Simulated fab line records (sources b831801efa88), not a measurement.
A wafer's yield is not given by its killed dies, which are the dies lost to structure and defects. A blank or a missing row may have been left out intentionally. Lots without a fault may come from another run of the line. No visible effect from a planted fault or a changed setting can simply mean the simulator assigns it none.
fab line records | flow sky130
[record] lots = 6 wafers = 18 lastDay = 50
route steps=708 shown LOCAL_INTERCONNECT@403 CONTACT@406 PAD_OPEN@708
lots that met no fault: taken from a fault-free run of the same line
startH: start of the lot's first displayed wafer, in hours after the record's first day | waitH: how many hours have passed since the lot's step before this one | " unchanged from the row above | L1.1+2: a row that stands for several wafers | - no value present, or no start provided | * or withheld: withheld | < > ~ a bound
route shown NAME@n: a module of which the file shows steps, and the number in the route of the first | usual: mean and standard deviation over wafers with no fault | same: alike in all rows | chamber/n: place in a boat | sites: per-site readings | _std_site: standard deviation of those values | _edge_site: outer sites' mean less inner sites' | radiusMm: how far each site lies from the wafer's centre | mask NAME#n: copy n | behind: the last tool/chamber to shape the wafer | hold: why the lot went on hold/how many hours it stayed there/how the hold came to an end | device: the transistor (n, p or np) that didn't switch | end of line: the same wafers' tests at the end of the route | for a step that has no rows: nothing shown but its recipe | killed: count of dies lost to structure and defects at first sort (not the wafer's yield) | map: per-die view of a wafer (x killed, . not killed, _ where there is no die)
set.NAME: the setting the step ran with; set.NAME@STEP: the setting that earlier step ran with | model.NAME: the simulator's own value behind a step, which no gauge read
lots at selected steps of the route; one table per step, one row per wafer
services: the hour from which a tool's chamber was out of use, counted from the record's first day as startH (under 0 if before that day), plus the number of hours and why
[[steps]]
[step SKY_LOCAL_INTERCONNECT_STRIP_16]
[recipe] chemistry = postEtchResidueRemover timeS = 1200 tempC = 72.5
[step SKY_LOCAL_INTERCONNECT_CLEAN_17]
[recipe] chemistry = IPA timeS = 180 tempC = 25
[step SKY_LOCAL_INTERCONNECT_CLEAN_18]
[recipe] chemistry = O3/DIW dry = n2Spin
[step SKY_CONTACT_CVD_00]
[recipe] material = Si3N4 targetThkNm = 75 tempC = 400 timeS = withheld rfW = 450
[usual] heaterPowerOuterW = 419/63 heaterPowerW = 690/79
// columns lot.wafer tool chamber startH waitH heaterPowerOuterW heaterPowerW
L330.1 pecvd-01 1 748.80 0.0 429 720
L330.2 " 2 " " 476 739
L330.6 " 0 " " 466 743
L333.1 pecvd-03 1 769.47 0.0 596 860
L333.3 " 2 " " 310 536
L333.5 " 0 " " 418 774
L335.1 pecvd-04 0 775.94 0.0 450 685
L335.3 " 2 " " 380 649
L335.4 " 1 " " 400 684
L346.2 pecvd-01 2 848.32 0.0 483 772
L346.4 " 0 " " 499 790
L346.6 " 0 " " 390 656
L348.2 pecvd-03 1 866.75 0.0 590 886
L348.4 " 0 " " 424 713
L348.5 " 2 " " 334 580
L349.2 pecvd-04 0 867.42 0.0 392 644
L349.5 " 0 " " 409 639
L349.6 " 2 " " 398 684
[step SKY_CONTACT_THK_MEAS_01]
[recipe] reads = Si3N4_of_CONTACT_CVD_00
[usual] CONTACT_CVD_00_THK = 75.2/1.1
// columns lot.wafer tool chamber startH waitH CONTACT_CVD_00_THK[nm]
L330.1 filmMetro-03 - 748.83 - 75.1
L330.2 " - " " 74.6
L330.6 " - " " 76.8
L333.1 filmMetro-03 - 769.51 - 74.2
L333.3 " - " " 74.1
L333.5 " - " " 76.5
L335.1 filmMetro-01 - 775.97 - 73.2
L335.3 " - " " 74.2
L335.4 " - " " 74.6
L346.2 filmMetro-01 - 848.38 - 73.5
L346.4 " - " " 76.2
L346.6 " - " " 76.6
L348.2 filmMetro-03 - 866.79 - 76.8
L348.4 " - " " 77.5
L348.5 " - " " 77.4
L349.2 filmMetro-01 - 867.46 - 74.3
L349.5 " - " " 74.9
L349.6 " - " " 75.3
[step SKY_CONTACT_HDPCVD_02]
[recipe] material = SiO2 targetThkNm = 565 sigmaOpenFrac = 0.3 timeS = 94.2 tempC = 600 sih4FlowSccm = 60 pressureMtorr = 6
[step SKY_CONTACT_THK_MEAS_03]
[recipe] reads = SiO2_of_CONTACT_HDPCVD_02
[usual] CONTACT_HDPCVD_THK = 567/6.5
// columns lot.wafer tool chamber startH waitH CONTACT_HDPCVD_THK[nm]
L330.1 filmMetro-03 - 748.96 0.0 548
L330.2 " - " " 559
L330.6 " - " " 551
L333.1 filmMetro-02 - 769.64 0.0 562
L333.3 " - " " 561
L333.5 " - " " 560
L335.1 filmMetro-03 - 776.10 0.0 565
L335.3 " - " " 571
L335.4 " - " " 553
L346.2 filmMetro-02 - 848.51 0.0 567
L346.4 " - " " 568
L346.6 " - " " 573
L348.2 filmMetro-01 - 866.92 0.0 567
L348.4 " - " " 571
L348.5 " - " " 574
L349.2 filmMetro-02 - 867.59 0.0 566
L349.5 " - " " 558
L349.6 " - " " 571
[step SKY_CONTACT_CMP_04]
[recipe] material = SiO2 downForcePsi = 4 platenRpm = 60 padVelocityMS = 0.94248
[usual] motorCurrentA = 11.7/1.2 timeToEndpointS = 85/5.6
// columns lot.wafer tool chamber startH waitH motorCurrentA timeToEndpointS
L330.1 cmp-02 3 749.10 0.1 13.3 77
L330.2 " 2 " " 13.9 82
L330.6 " 3 " " 13.3 78
L333.3 cmp-01 0 769.75 0.1 10.2 80
L333.1 " 1 " " 11.5 87
L333.5 " 0 " " 10.3 83
L335.1 cmp-02 1 776.21 0.1 11.7 80
L335.4 " 2 " " 14.4 78
L335.3 " 3 " " 13.6 87
L346.2 cmp-01 3 848.56 0.0 11.4 79
L346.4 " 0 " " 10.6 84
L346.6 " 0 " " 10.9 87
L348.4 cmp-01 1 866.97 0.0 11.0 95
L348.2 " 3 " " 12.0 85
L348.5 " 2 " " 11.2 93
L349.2 cmp-01 1 867.79 0.2 11.8 94
L349.5 " 2 " " 10.5 86
L349.6 " 3 " " 11.5 84
[step SKY_CONTACT_BOW_MEAS_05]
[recipe] mode = bow
[usual] CONTACT_BOW = 85/6.6
// columns lot.wafer tool chamber startH waitH CONTACT_BOW[um]
L330.1 filmMetro-02 - 749.40 0.2 70
L330.2 " - " " 88
L330.6 " - " " 82
L333.1 filmMetro-03 - 770.00 0.1 79
L333.3 " - " " 69
L333.5 " - " " 80
L335.1 filmMetro-01 - 776.46 0.2 89
L335.3 " - " " 80
L335.4 " - " " 82
L346.2 filmMetro-01 - 848.88 0.3 84
L346.4 " - " " 93
L346.6 " - " " 95
L348.2 filmMetro-02 - 867.29 0.2 89
L348.4 " - " " 86
L348.5 " - " " 80
L349.2 filmMetro-01 - 867.96 0.1 82
L349.5 " - " " 80
L349.6 " - " " 70
[step SKY_CONTACT_DEHYDRATE_06]
[recipe] tempC = 200 timeS = 60
[step SKY_CONTACT_HMDS_07]
[recipe] primeTimeS = 60 primeTempC = 120
[step SKY_CONTACT_COAT_08]
[recipe] resist = BARC tempC = withheld timeS = withheld spinRpm = 3000 resistThkNm = 60
[step SKY_CONTACT_COAT_09]
[recipe] resist = KrF-thick spinRpm = 3000 resistThkNm = 450
[usual] resistLineTempC = 23.00/0.11
// columns lot.wafer tool chamber startH waitH resistLineTempC model.KrF-thick_of_CONTACT_COAT_09.thkNm
L330.1 lithoTrack-03 0 763 - 23.15 451.3
L330.2 " 0 " " 23.14 449.7
L330.6 " 0 " " 23.11 448.9
L333.1 lithoTrack-03 0 783 - 22.94 448.8
L333.3 " 0 " " 22.75 449.6
L333.5 " 0 " " 22.87 398
L335.1 lithoTrack-03 0 789 - 22.96 449.6
L335.3 " 0 " " 23.00 448.9
L335.4 " 0 " " 23.11 398
L346.2 lithoTrack-02 0 860 - 22.82 452.4
L346.4 " 0 " " 22.92 451.1
L346.6 " 0 " " 23.02 451.2
L348.2 lithoTrack-02 0 880 - 22.90 450.1
L348.4 " 0 " " 22.85 451
L348.5 " 0 " " 23.03 449.7
L349.2 lithoTrack-03 0 880 - 23.10 449
L349.5 " 0 881 - 23.05 450.1
L349.6 " 0 " " 23.04 448.9
[step SKY_CONTACT_SOFTBAKE_10]
[recipe] tempC = 100 timeS = 90 resist = KrF-thick
[step SKY_CONTACT_EXPOSE_11]
[recipe] maskId = CTM1 na = 0.8 sourceShape = annular sigmaInner = 0.55 sigmaOuter = 0.85 targetCdNm = 170 doseMj = 38
[step SKY_CONTACT_PEB_12]
[recipe] pebTempC = withheld pebTimeS = withheld resist = KrF-thick
[step SKY_CONTACT_DEVELOP_13]
[recipe] developTimeS = 60 resist = KrF-thick devTempC = 21
[step SKY_CONTACT_CD_MEAS_14]
[recipe] targetCdNm = 170
[usual] cdNm = 170.1/1.4
// columns lot.wafer tool chamber startH waitH cdNm
L330.1 cdSem-02 - 776.72 - 168.7
L330.2 " - " " 169.1
L330.6 " - " " 168.1
L333.1 cdSem-01 - 796.82 - 169.8
L333.3 " - " " 169.1
L333.5 " - " " 173.4
L335.1 cdSem-02 - 801.96 - 168.6
L335.3 " - " " 168.7
L335.4 " - " " 171.4
L346.2 cdSem-02 - 874.58 - 170.9
L346.4 " - " " 171.7
L346.6 " - " " 172.4
L348.2 cdSem-01 - 892.68 - 169.5
L348.4 " - " " 171.7
L348.5 " - " " 172.1
L349.2 cdSem-01 - 893.59 - 170.1
L349.5 " - " " 170.1
L349.6 " - " " 169.9
[step SKY_CONTACT_OVL_MEAS_15]
[usual] CONTACT_OVL = 3/4.9
// columns lot.wafer tool chamber startH waitH CONTACT_OVL[nm]
L330.1 overlay-01 - 776.84 0.1 8
L330.2 " - " " 8
L330.6 " - " " 8
L333.1 overlay-02 - 796.94 0.1 1
L333.3 " - " " -1
L333.5 " - " " 1
L335.1 overlay-01 - 802.08 0.1 -6
L335.3 " - " " -4
L335.4 " - " " -2
L346.2 overlay-01 - 874.69 0.1 -5
L346.4 " - " " 4
L346.6 " - " " -2
L348.2 overlay-01 - 892.79 0.1 -2
L348.4 " - " " 1
L348.5 " - " " 12
L349.2 overlay-01 - 893.69 0.1 -1
L349.5 " - " " 7
L349.6 " - " " 0
[step SKY_CONTACT_ETCH_16]
[recipe] chemistry = N2/H2 target = BARC ionEnergyEv = 200 sourceW = 500 biasW = 100 pressureMtorr = 30 n2FlowSccm = 100 h2FlowSccm = 200 stopOn = SiO2 timeS = 45.9 targetDepthA = 600
[usual] drypumpMotorCurrentA = 6.1/0.4 oesProductAu = 0.855/0.0048 throttleValvePct = 13.223/0.0092
// columns lot.wafer tool chamber startH waitH drypumpMotorCurrentA oesProductAu rfHoursCounterH throttleValvePct
L330.1 rieDiel-01 1 776.87 0.0 6.1 0.862 20 13.227
L330.2 " 0 " " 6.2 0.852 18 13.217
L330.6 " 2 " " 5.3 0.862 - 13.225
L333.1 rieDiel-03 1 796.97 0.0 6.3 0.865 12 13.228
L333.3 " 2 " " 5.5 0.851 14 13.230
L333.5 " 0 " " 6.6 0.848 - 13.229
L335.1 rieDiel-02 0 802.12 0.0 6.2 0.854 18 13.234
L335.3 " 3 " " 6.1 0.853 10 13.229
L335.4 " 1 " " 5.4 0.854 4 13.227
L346.2 rieDiel-02 0 874.72 0.0 6.2 0.855 20 13.219
L346.4 " 3 " " 6.1 0.857 13 13.218
L346.6 " 2 " " 5.8 0.865 - 13.218
L348.2 rieDiel-01 3 892.82 0.0 6.0 0.850 13 13.216
L348.4 " 3 " " 6.0 0.855 - 13.224
L348.5 " 1 " " 6.2 0.858 - 13.217
L349.2 rieDiel-02 1 893.72 0.0 5.4 0.857 7 13.240
L349.5 " 1 " " 5.4 0.847 - 13.207
L349.6 " 0 " " 6.2 0.851 - 13.212
[step SKY_CONTACT_ETCH_17]
[recipe] target = SiO2 chemistry = C4F8/O2/Ar stopOn = Si3N4 maskMaterial = KrF-thick sourceW = 1500 biasW = 1200 pressureMtorr = 40 c4f8FlowSccm = withheld O2_flow_sccm = 6 Ar_flow_sccm = 300 timeS = withheld targetDepthA = 3400
[usual] oesProductAu = 0.892/0.0048
// columns lot.wafer tool chamber startH waitH oesProductAu
L330.1 rieDiel-01 1 776.92 0.0 0.887
L330.2 " 0 " " 0.891
L330.6 " 2 " " 0.901
L333.1 rieDiel-03 1 797.02 0.0 0.890
L333.3 " 2 " " 0.894
L333.5 " 0 " " 0.889
L335.1 rieDiel-02 0 802.16 0.0 0.893
L335.3 " 3 " " 0.892
L335.4 " 1 " " 0.902
L346.2 rieDiel-02 0 874.76 0.0 0.897
L346.4 " 3 " " 0.888
L346.6 " 2 " " 0.897
L348.2 rieDiel-01 3 892.86 0.0 0.889
L348.4 " 3 " " 0.893
L348.5 " 1 " " 0.893
L349.2 rieDiel-02 1 893.77 0.0 0.893
L349.5 " 1 " " 0.890
L349.6 " 0 " " 0.887
[step SKY_CONTACT_ETCH_18]
[recipe] target = Si3N4 chemistry = CHF3/O2 stopOn = TiN sourceW = 600 biasW = 200 pressureMtorr = 40 chf3FlowSccm = 50 O2_flow_sccm = 5 timeS = 39 targetDepthA = 750
[usual] drypumpMotorCurrentA = 6.0/0.4 oesProductAu = 0.856/0.0077 throttleValvePct = 8.795/0.01
// columns lot.wafer tool chamber startH waitH drypumpMotorCurrentA oesProductAu rfHoursCounterH throttleValvePct model.KrF-thick_of_CONTACT_COAT_09.thkNm
L330.1 rieDiel-01 1 - - 6.1 0.858 20 8.775 245.5
L330.2 " 0 " " 6.2 0.851 18 8.788 242.3
L330.6 " 2 " " 5.3 0.869 - 8.788 241.7
L333.1 rieDiel-03 1 - - 6.3 0.842 12 8.785 241.2
L333.3 " 2 " " 5.5 0.851 14 8.792 245.8
L333.5 " 0 " " 6.6 0.867 - 8.807 191.9
L335.1 rieDiel-02 0 - - 6.2 0.844 18 8.802 240.7
L335.3 " 3 " " 6.1 0.855 10 8.796 243.3
L335.4 " 1 " " 5.4 0.846 4 8.798 190.4
L346.2 rieDiel-02 0 - - 6.2 0.848 20 8.804 242.4
L346.4 " 3 " " 6.1 0.868 13 8.796 248.3
L346.6 " 2 " " 5.8 0.867 - 8.794 241.7
L348.2 rieDiel-01 3 - - 6.0 0.864 14 8.783 236.7
L348.4 " 3 " " 6.0 0.876 - 8.812 239
L348.5 " 1 " " 6.1 0.869 - 8.793 245.4
L349.2 rieDiel-02 1 - - 5.4 0.845 7 8.776 245.6
L349.5 " 1 " " 5.4 0.860 - 8.801 246
L349.6 " 0 " " 6.2 0.854 - 8.769 238.9
[step SKY_CONTACT_STRIP_19]
[recipe] chemistry = O2/N2 powerW = 1400 pressureMtorr = 1500 platenTempC = withheld o2FlowSccm = 3000 n2FlowSccm = 300 overashFraction = 0.5
[usual] drypumpMotorCurrentA = 5.60/0.25 o2FlowSccm = 3001/9.4 oesProductAu = 0.381/0.0047 stripTimeToEndpointS = 3.63/0.034
// columns lot.wafer tool chamber startH waitH drypumpMotorCurrentA o2FlowSccm oesProductAu rfHoursCounterH stripTimeToEndpointS
L330.1 plasmaAsher-04 0 777.01 - 5.42 3008 0.387 3 3.64
L330.2 " 1 " " 5.91 2980 0.377 3 3.60
L330.6 " 0 " " 5.40 2992 0.375 - 3.60
L333.1 plasmaAsher-01 1 797.11 - 5.72 2992 0.384 61 3.60
L333.3 " 0 " " 5.56 3001 0.388 - 3.62
L333.5 " 1 " " 5.73 3011 0.358 - 3.06
L335.1 plasmaAsher-01 1 802.25 - 5.70 2997 0.383 62 3.58
L335.3 " 1 " " 5.71 2998 0.383 - 3.63
L335.4 " 0 " " 5.56 2978 0.348 - 3.07
L346.2 plasmaAsher-03 1 874.85 - 5.83 2996 0.377 111 3.60
L346.4 " 1 " " 5.84 3011 0.390 - 3.68
L346.6 " 0 " " 5.14 2984 0.382 - 3.60
L348.2 plasmaAsher-01 0 892.95 - 5.55 2997 0.383 71 3.53
L348.4 " 0 " " 5.55 3006 0.378 - 3.59
L348.5 " 1 " " 5.76 3005 0.377 - 3.64
L349.2 plasmaAsher-04 0 893.86 - 5.42 2999 0.379 14 3.65
L349.5 " 1 " " 5.91 2996 0.384 - 3.64
L349.6 " 0 " " 5.45 3014 0.381 - 3.57
[step SKY_CONTACT_STRIP_20]
[recipe] chemistry = postEtchResidueRemover timeS = 1200 tempC = 72.5
[step SKY_PAD_OPEN_PROBE_99]
[usual] killed_at_M0_to_M3 = 43/6.1 killed_at_M4_up = 3.5/2 killedAtContacts = 25/5.1 killedAtFrontEnd = 14/4.2 killedAtOther = 0.3/0.55 killedDies = 86/8.3 killedOpen = 46/7.2 killedShort = 39/6
[same] grossDies = 492 killedAtBackSide = 0
// columns lot.wafer tool chamber startH waitH killed_at_M0_to_M3 killed_at_M4_up killedAtContacts killedAtFrontEnd killedAtOther killedDies killedOpen killedShort
L335.1 prober-02 - 1126.76 0.1 40 5 22 12 0 79 34 45
L335.3 prober-02 - 1126.86 0.2 48 2 29 6 0 85 56 28
L335.4 prober-02 - 1126.91 0.2 42 3 26 9 1 81 46 35
L346.2 prober-02 - 1178.22 0.1 39 2 22 18 0 81 44 34
L346.4 prober-02 - 1178.32 0.2 36 2 21 13 0 72 38 34
L346.6 prober-02 - 1178.42 0.2 40 4 21 14 0 79 43 36
L348.2 prober-02 - 1190.43 0.1 36 0 24 12 0 72 47 25
L348.4 prober-02 - 1190.53 0.2 52 2 26 11 0 91 60 30
L348.5 prober-02 - 1190.58 0.2 54 3 17 12 1 87 57 30
// killed by level:class
L335.1 VIA1:geometricParticle:open=12 METAL1:geometricParticle:short=10 CONTACT:geometricParticle:open=8 CONTACT:geometricParticle:short=7 VIA1:geometricParticle:short=5 FIELD_ISO:geometricParticle:short=4 LI_CONTACT:geometricParticle:open=3 VIA2:geometricParticle:open=3
L335.3 CONTACT:geometricParticle:open=14 VIA1:geometricParticle:open=14 LI_CONTACT:geometricParticle:open=8 VIA2:geometricParticle:open=7 METAL1:geometricParticle:short=5 VIA3:geometricParticle:open=4 METAL2:geometricParticle:short=4 VIA1:geometricParticle:short=3
L335.4 VIA1:geometricParticle:open=15 CONTACT:geometricParticle:short=7 CONTACT:geometricParticle:open=6 LOCAL_INTERCONNECT:geometricParticle:short=5 VIA2:geometricParticle:open=5 LI_CONTACT:geometricParticle:open=4 VIA3:geometricParticle:open=4 METAL2:geometricParticle:short=3
L346.2 VIA1:geometricParticle:open=10 CONTACT:geometricParticle:short=8 CONTACT:geometricParticle:open=8 FIELD_ISO:geometricParticle:open=5 VIA3:geometricParticle:open=5 VIA1:geometricParticle:short=5 METAL1:geometricParticle:short=4 METAL2:geometricParticle:open=4
L346.4 VIA1:geometricParticle:open=9 LI_CONTACT:geometricParticle:open=7 CONTACT:geometricParticle:open=6 METAL1:geometricParticle:short=6 FIELD_ISO:geometricParticle:open=5 METAL2:geometricParticle:short=5 VIA1:geometricParticle:short=4 VIA3:geometricParticle:short=4
L346.6 VIA1:geometricParticle:open=10 METAL1:geometricParticle:short=8 LI_CONTACT:geometricParticle:open=7 CONTACT:geometricParticle:open=7 METAL2:geometricParticle:short=6 VIA3:geometricParticle:open=5 VIA2:geometricParticle:open=4 METAL4:geometricParticle:short=4
L348.2 VIA1:geometricParticle:open=13 CONTACT:geometricParticle:open=12 FIELD_ISO:geometricParticle:open=7 VIA1:geometricParticle:short=7 CONTACT:geometricParticle:short=4 METAL1:geometricParticle:short=4 VIA3:geometricParticle:open=4 LI_CONTACT:geometricParticle:open=3
L348.4 VIA1:geometricParticle:open=16 CONTACT:geometricParticle:open=11 VIA2:geometricParticle:open=11 METAL2:geometricParticle:short=8 LI_CONTACT:geometricParticle:open=7 VIA3:geometricParticle:open=6 LOCAL_INTERCONNECT:geometricParticle:short=5 METAL3:geometricParticle:short=4
L348.5 VIA1:geometricParticle:open=16 VIA2:geometricParticle:open=8 CONTACT:geometricParticle:open=8 VIA3:geometricParticle:open=7 VIA1:geometricParticle:short=5 FIELD_ISO:geometricParticle:open=4 POLY_GATE:geometricParticle:open=4 METAL2:geometricParticle:short=4
[[services]]
// columns tool chamber startH hours kind
pecvd-03 - 727.15 0.3 repair
pecvd-04 0 727.56 11.7 repair
plasmaAsher-04 - 733.75 9.0 pm
pecvd-04 2 738.80 10.3 repair
cmp-02 - 741.82 1.8 repair
cmp-01 - 744.25 4.0 pm
cmp-01 - 748.25 4.5 pm
pecvd-04 - 758.77 3.2 repair
cmp-02 - 758.89 4.4 pm
rieDiel-02 0 759.90 17.1 repair
cmp-01 - 763.07 1.6 repair
rieDiel-02 - 763.51 2.8 pm
rieDiel-01 3 773.08 4.9 repair
pecvd-04 - 784.01 1.1 repair
rieDiel-03 2 789.80 3.1 repair
plasmaAsher-04 - 795.17 9.1 repair
rieDiel-01 1 798.09 1.6 repair
rieDiel-01 1 821.56 3.4 repair
rieDiel-02 2 830.30 5.9 repair
cmp-01 - 837.65 4.2 repair
rieDiel-01 - 838.49 2.8 pm
rieDiel-01 - 841.29 0.9 repair
rieDiel-01 0 867.30 57.4 repair
rieDiel-02 - 867.33 0.3 repair
[[key]]
[firstSign] step = SKY_CONTACT_STRIP_19 reading = stripTimeToEndpointS direction = down sigmas = 16 usual = * struck = *
[effect] step = SKY_CONTACT_STRIP_19 reading = oesProductAu direction = down sigmas = 6 usual = 0.381 struck = 0.353
[modelEffect] step = SKY_CONTACT_COAT_09 value = KrF-thick_of_CONTACT_COAT_09.thkNm without = 449.4 struck = 398
[modelEffect] step = SKY_CONTACT_ETCH_18 value = KrF-thick_of_CONTACT_COAT_09.thkNm without = 242.5 struck = 191.2
metAt SKY_CONTACT_COAT_09
struckWafers L333.5,L335.4
testerLeftOut L333,L335
onsetBetween 763 783
[fault] kind = processParameterDrift tool = lithoTrack-03 chamber = - onsetH = 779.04 steps = SKY_CONTACT_COAT_09 channel = resistThkNm offset = -51.414 shape = step endH = 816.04 scope = struckWafersOnly actsIn = theseRecipesOnly stated = 450
// testerLeftOut: of these lots the tester's yield and bins aren't shown, on N5 and GAA mostly nor the transistor test; their killed dies are dies lost to structure and defects alone, not to doping, threshold or leakage, so they don't give the yield
